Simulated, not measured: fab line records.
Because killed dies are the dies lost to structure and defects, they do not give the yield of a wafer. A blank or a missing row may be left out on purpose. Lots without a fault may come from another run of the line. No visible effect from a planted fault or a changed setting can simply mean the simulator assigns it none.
fab line records | flow sky130 | part 2 of 2: steps 25 to 34 of 34
[record] lots = 5 | wafers = 15 | last-day = 49
route steps=708 shown CONTACT@430 METAL1@434 VIA1@458
lots that met no fault: from a run of the same line without faults
start-h: hours from the record's opening day to when the first of the lot's shown wafers began | wait-h: time in hours since the lot's previous step | " same as the row above | L1.1+2: a row that stands for several wafers | - either no value or no given start | * or withheld: withheld | < > ~ a bound
route shown NAME@n: a module of which the file shows steps, and the number in the route of the first | usual: average and standard deviation across the fault-free wafers | same: alike in all rows | chamber/n: place in a boat | sites: per-site readings | _std_site: the standard deviation of these | _edge_site: outer sites' mean less inner sites' | radius-mm: how far each site lies from the wafer's centre | mask NAME#n: copy n | behind: the last tool/chamber to shape the wafer | hold: the reason the lot was held/the length of the hold in hours/how it ended | device: transistor that didn't switch, given as n, p or np | end of line: the tests these same wafers got at the end of their route | where a step has no rows: the recipe by itself | killed: at the first sort, the dies lost to defects and structure; wafer yield is something else | map: the dies of a wafer, with x for killed, . for not killed, _ for no die there
set.NAME: the run value of the setting; set.NAME@STEP: its run value at that earlier step | model.NAME: the simulator's own value behind a step, which no gauge read
lots at some steps of the route; a table a step, a row a wafer
services: the hour from which a tool's chamber was out of use, counted from the record's first day as start-h (under 0 if before that day), plus the number of hours and why
[[steps]]
[step SKY_METAL1_STRIP_20]
[recipe] chemistry = O2/N2 | power-w = 1400 | pressure-mtorr = 1500 | platen-temp-c = withheld | o2-flow-sccm = 3000 | n2-flow-sccm = 300 | overash-fraction = 0.5
[usual] drypump-motor-current-A = 5.74/0.13 | oes-product-au = 0.343/0.0047 | strip-time-to-endpoint-s = 2.69/0.035
lot.wafer | tool            | chamber | start-h | wait-h | drypump-motor-current-A | oes-product-au | rf-hours-counter-h | strip-time-to-endpoint-s
L074.3    | plasma-asher-02 | 0       | 766.66  | 0.1    | 5.54                    | 0.337          | -                  | 2.69
L074.5    | "               | 0       | "       | "      | 5.53                    | 0.341          | -                  | 2.68
L074.6    | "               | 1       | "       | "      | 5.85                    | 0.351          | -                  | 2.73
L078.2    | plasma-asher-02 | 0       | 815.20  | 0.1    | 5.54                    | 0.344          | 102                | 2.72
L078.3    | "               | 1       | "       | "      | 5.87                    | 0.342          | -                  | 2.72
L078.4    | "               | 0       | "       | "      | 5.54                    | 0.345          | -                  | 2.67
L085.1    | plasma-asher-04 | 0       | 859.13  | 0.1    | 5.69                    | 0.341          | 42                 | 2.66
L085.2    | "               | 1       | "       | "      | 5.81                    | 0.344          | 42                 | 2.60
L085.5    | "               | 1       | "       | "      | 5.79                    | 0.340          | -                  | 2.67
L090.1    | plasma-asher-02 | 0       | 896.89  | 0.1    | 5.53                    | 0.345          | 110                | 2.70
L090.3    | "               | 0       | "       | "      | 5.55                    | 0.348          | -                  | 2.75
L090.6    | "               | 0       | "       | "      | 5.54                    | 0.344          | -                  | 2.67
L093.3    | plasma-asher-01 | 1       | 914.22  | 0.1    | 5.76                    | 0.352          | -                  | 2.72
L093.4    | "               | 0       | "       | "      | 5.83                    | 0.343          | -                  | 2.66
L093.5    | "               | 1       | "       | "      | 5.78                    | 0.337          | -                  | 2.74
[step SKY_METAL1_STRIP_21]
[recipe] chemistry = post-etch-residue-remover | time-s = 1200 | temp-c = 72.5
[usual] bath-guard-temp-C = 72.3/0.55 | bath-heat-duty-pct = 15.2/1.6
lot.wafer | tool         | chamber | start-h | wait-h | bath-guard-temp-C | bath-heat-duty-pct
L074.3    | wet-bench-03 | 3       | 766.73  | 0.0    | 72.3              | 16.6
L074.5    | "            | 3       | "       | "      | 71.5              | 16.1
L074.6    | "            | 3       | "       | "      | 71.9              | 14.5
L078.2    | wet-bench-03 | 2       | 815.30  | 0.1    | 73.2              | 12.4
L078.3    | "            | 2       | "       | "      | 72.7              | 11.6
L078.4    | "            | 2       | "       | "      | 72.9              | 12.3
L085.1    | wet-bench-04 | 3       | 859.23  | 0.1    | 71.9              | 14.3
L085.2    | "            | 3       | "       | "      | 72.4              | 15.5
L085.5    | "            | 3       | "       | "      | 72.0              | 14.7
L090.1    | wet-bench-03 | 2       | 896.99  | 0.1    | 72.6              | 11.4
L090.3    | "            | 2       | "       | "      | 72.9              | 12.2
L090.6    | "            | 2       | "       | "      | 72.9              | 11.8
L093.3    | wet-bench-04 | 3       | 914.29  | 0.0    | 72.0              | 14.8
L093.4    | "            | 3       | "       | "      | 72.4              | 15.9
L093.5    | "            | 3       | "       | "      | 72.1              | 16.0
[step SKY_METAL1_CLEAN_22]
[recipe] chemistry = IPA | time-s = 180 | temp-c = 25
[usual] bath-heat-duty-pct = 6.8/0.63
lot.wafer | tool         | chamber | start-h | wait-h | bath-heat-duty-pct
L074.3    | wet-bench-02 | 3       | 767.07  | 0.0    | 6.8
L074.5    | "            | 3       | "       | "      | 7.9
L074.6    | "            | 3       | "       | "      | 7.9
L078.2    | wet-bench-03 | 0       | 815.64  | 0.0    | 7.0
L078.3    | "            | 0       | "       | "      | 6.3
L078.4    | "            | 0       | "       | "      | 7.1
L085.1    | wet-bench-03 | 0       | 859.63  | 0.0    | 6.2
L085.2    | "            | 0       | "       | "      | 7.2
L085.5    | "            | 0       | "       | "      | 7.0
L090.1    | wet-bench-04 | 0       | 897.33  | 0.0    | 6.7
L090.3    | "            | 0       | "       | "      | 5.3
L090.6    | "            | 0       | "       | "      | 5.9
L093.3    | wet-bench-02 | 0       | 914.63  | 0.0    | 7.9
L093.4    | "            | 0       | "       | "      | 8.0
L093.5    | "            | 0       | "       | "      | 8.5
[step SKY_METAL1_CLEAN_23]
[recipe] chemistry = O3/DIW | dry = n2-spin
lot.wafer  | tool         | chamber | start-h | wait-h
L074.3+5+6 | wet-bench-03 | 1       | 767.13  | 0.0
L078.2+3+4 | wet-bench-02 | 3       | 815.78  | 0.1
L085.1+2+5 | wet-bench-04 | 2       | 859.69  | 0.0
L090.1+3+6 | wet-bench-02 | 1       | 897.39  | 0.0
L093.3+4+5 | wet-bench-04 | 0       | 914.69  | 0.0
[step SKY_VIA1_HDPCVD_00]
[recipe] material = SiO2 | target-thk-nm = 1030 | sigma-open-frac = 0.3 | time-s = 171.7 | temp-c = 400 | sih4-flow-sccm = 60 | pressure-mtorr = 6
[usual] sih4-flow-sccm = 59.98/0.17
lot.wafer | tool      | chamber | start-h | wait-h | sih4-flow-sccm
L074.3    | hdpcvd-02 | 2       | 767.22  | 0.0    | 60.02
L074.5    | "         | 1       | "       | "      | 59.61
L074.6    | "         | 0       | "       | "      | 59.92
L078.2    | hdpcvd-01 | 1       | 815.88  | 0.0    | 59.98
L078.3    | "         | 0       | "       | "      | 59.62
L078.4    | "         | 0       | "       | "      | 59.98
L085.1    | hdpcvd-01 | 0       | 859.80  | 0.0    | 60.05
L085.2    | "         | 2       | "       | "      | 59.81
L085.5    | "         | 0       | "       | "      | 60.32
L090.1    | hdpcvd-01 | 2       | 897.49  | 0.0    | 59.83
L090.3    | "         | 0       | "       | "      | 60.03
L090.6    | "         | 0       | "       | "      | 60.09
L093.3    | hdpcvd-01 | 2       | 914.78  | 0.0    | 60.37
L093.4    | "         | 1       | "       | "      | 60.16
L093.5    | "         | 0       | "       | "      | 59.86
[step SKY_VIA1_THK_MEAS_01]
[recipe] reads = SiO2_of_VIA1_HDPCVD_00
[usual] VIA1_HDPCVD_THK = 1031/8.9
lot.wafer | tool          | chamber | start-h | wait-h | VIA1_HDPCVD_THK[nm]
L074.3    | film-metro-03 | -       | 767.36  | 0.1    | 1029
L074.5    | "             | -       | "       | "      | 1032
L074.6    | "             | -       | "       | "      | 1028
L078.2    | film-metro-04 | -       | 816.00  | 0.1    | 1016
L078.3    | "             | -       | "       | "      | 1029
L078.4    | "             | -       | "       | "      | 1035
L085.1    | film-metro-03 | -       | 859.91  | 0.1    | 1021
L085.2    | "             | -       | "       | "      | 1019
L085.5    | "             | -       | "       | "      | 1027
L090.1    | film-metro-04 | -       | 897.60  | 0.1    | 1045
L090.3    | "             | -       | "       | "      | 1039
L090.6    | "             | -       | "       | "      | 1028
L093.3    | film-metro-04 | -       | 914.92  | 0.1    | 1043
L093.4    | "             | -       | "       | "      | 1026
L093.5    | "             | -       | "       | "      | 1030
[step SKY_VIA1_CMP_02]
[recipe] material = SiO2 | down-force-psi = 4 | platen-rpm = 60 | pad-velocity-m-s = 0.94248
[usual] motor-current-A = 11.4/0.94
lot.wafer | tool   | chamber | start-h | wait-h | motor-current-A
L074.3    | cmp-02 | 1       | 767.55  | 0.2    | 11.4
L074.5    | "      | 2       | "       | "      | 12.7
L074.6    | "      | 3       | "       | "      | 11.2
L078.2    | cmp-01 | 2       | 816.05  | 0.0    | 12.2
L078.4    | "      | 3       | "       | "      | 9.5
L078.3    | "      | 0       | "       | "      | 12.9
L085.1    | cmp-02 | 0       | 859.97  | 0.1    | 12.1
L085.2    | "      | 1       | "       | "      | 12.0
L085.5    | "      | 0       | "       | "      | 12.1
L090.3    | cmp-01 | 3       | 897.66  | 0.0    | 9.2
L090.1    | "      | 2       | "       | "      | 11.7
L090.6    | "      | 0       | "       | "      | 12.5
L093.3    | cmp-01 | 0       | 915.38  | 0.5    | 12.1
L093.4    | "      | 1       | "       | "      | 11.2
L093.5    | "      | 0       | "       | "      | 13.1
[step SKY_VIA1_BOW_MEAS_03]
[recipe] mode = bow
[usual] VIA1_BOW = 80/6.8
lot.wafer | tool          | chamber | start-h | wait-h | VIA1_BOW[um]
L074.3    | film-metro-02 | -       | 767.74  | 0.1    | 79
L074.5    | "             | -       | "       | "      | 75
L074.6    | "             | -       | "       | "      | 82
L078.2    | film-metro-03 | -       | 816.37  | 0.3    | 77
L078.3    | "             | -       | "       | "      | 82
L078.4    | "             | -       | "       | "      | 85
L085.1    | film-metro-02 | -       | 860.27  | 0.2    | 75
L085.2    | "             | -       | "       | "      | 73
L085.5    | "             | -       | "       | "      | 78
L090.1    | film-metro-02 | -       | 897.96  | 0.1    | 78
L090.3    | "             | -       | "       | "      | 90
L090.6    | "             | -       | "       | "      | 75
L093.3    | film-metro-04 | -       | 915.72  | 0.3    | 81
L093.4    | "             | -       | "       | "      | 71
L093.5    | "             | -       | "       | "      | 65
[step SKY_VIA1_DEHYDRATE_04]
[recipe] temp-c = 200 | time-s = 60
[usual] exhaust-pa = 44.8/0.89
lot.wafer | tool           | chamber | start-h | wait-h | exhaust-pa
L074.3    | litho-track-02 | 0       | 780.85  | 13.1   | 44.9
L074.5    | "              | 0       | "       | "      | 45.1
L074.6    | "              | 0       | "       | "      | 45.5
L078.2    | litho-track-01 | 0       | 827.58  | 11.2   | 43.9
L078.3    | "              | 0       | "       | "      | 43.5
L078.4    | "              | 0       | "       | "      | 45.0
L085.1    | litho-track-03 | 0       | 872.43  | 12.1   | 46.1
L085.2    | "              | 0       | "       | "      | 45.9
L085.5    | "              | 0       | "       | "      | 44.0
L090.1    | litho-track-02 | 0       | 909.65  | 11.7   | 45.3
L090.3    | "              | 0       | "       | "      | 44.1
L090.6    | "              | 0       | "       | "      | 45.0
L093.3    | litho-track-02 | 0       | 926.85  | 11.1   | 44.4
L093.4    | "              | 0       | "       | "      | 44.1
L093.5    | "              | 0       | "       | "      | 44.7
[step SKY_VIA1_HMDS_05]
[recipe] prime-time-s = 60 | prime-temp-c = 120
[usual] exhaust-pa = 45.1/0.86
[same] prime-time-s = 60
lot.wafer | tool           | chamber | start-h | wait-h | exhaust-pa
L074.3    | litho-track-02 | 0       | 781.00  | 0.1    | 45.9
L074.5    | "              | 0       | "       | "      | 46.2
L074.6    | "              | 0       | "       | "      | 46.1
L078.2    | litho-track-01 | 0       | 827.73  | 0.1    | 45.7
L078.3    | "              | 0       | "       | "      | 47.0
L078.4    | "              | 0       | "       | "      | 44.2
L085.1    | litho-track-03 | 0       | 872.58  | 0.1    | 44.6
L085.2    | "              | 0       | "       | "      | 45.0
L085.5    | "              | 0       | "       | "      | 43.8
L090.1    | litho-track-02 | 0       | 909.80  | 0.1    | 44.4
L090.3    | "              | 0       | "       | "      | 44.1
L090.6    | "              | 0       | "       | "      | 43.2
L093.3    | litho-track-02 | 0       | 927.00  | 0.1    | 44.1
L093.4    | "              | 0       | "       | "      | 45.7
L093.5    | "              | 0       | "       | "      | 45.5
[[services]]
tool           | chamber | start-h | hours | kind
cmp-01         | -       | 744.13  | 4.0   | pm
wet-bench-04   | -       | 745.61  | 3.4   | repair
wet-bench-03   | -       | 754.76  | 1.9   | pm
krf-scanner-02 | -       | 754.79  | 4.4   | repair
cmp-02         | -       | 774.40  | 2.1   | repair
krf-scanner-02 | -       | 776.75  | 4.0   | pm
pvd-sputter-03 | -       | 781.45  | 1.9   | repair
cmp-02         | -       | 797.25  | 0.5   | repair
pvd-sputter-03 | -       | 808.71  | 5.2   | repair
rie-metal-04   | 0       | 821.17  | 6.3   | repair
hdpcvd-01      | -       | 824.06  | 0.8   | repair
krf-scanner-02 | -       | 828.56  | 0.9   | repair
rie-metal-01   | -       | 828.85  | 0.3   | repair
pvd-sputter-03 | -       | 841.87  | 4.8   | repair
cmp-01         | -       | 844.10  | 3.7   | repair
cmp-01         | -       | 847.82  | 6.6   | pm
cmp-02         | -       | 862.36  | 2.9   | pm
cmp-02         | -       | 866.93  | 4.5   | pm
rie-metal-04   | -       | 887.94  | 1.4   | pm
pvd-sputter-01 | -       | 895.84  | 12.0  | repair
cvd-w-01       | -       | 904.00  | 14.0  | pm
cmp-02         | -       | 912.00  | 4.0   | pm
cmp-01         | -       | 920.27  | 1.8   | repair
cmp-02         | -       | 924.68  | 0.9   | repair
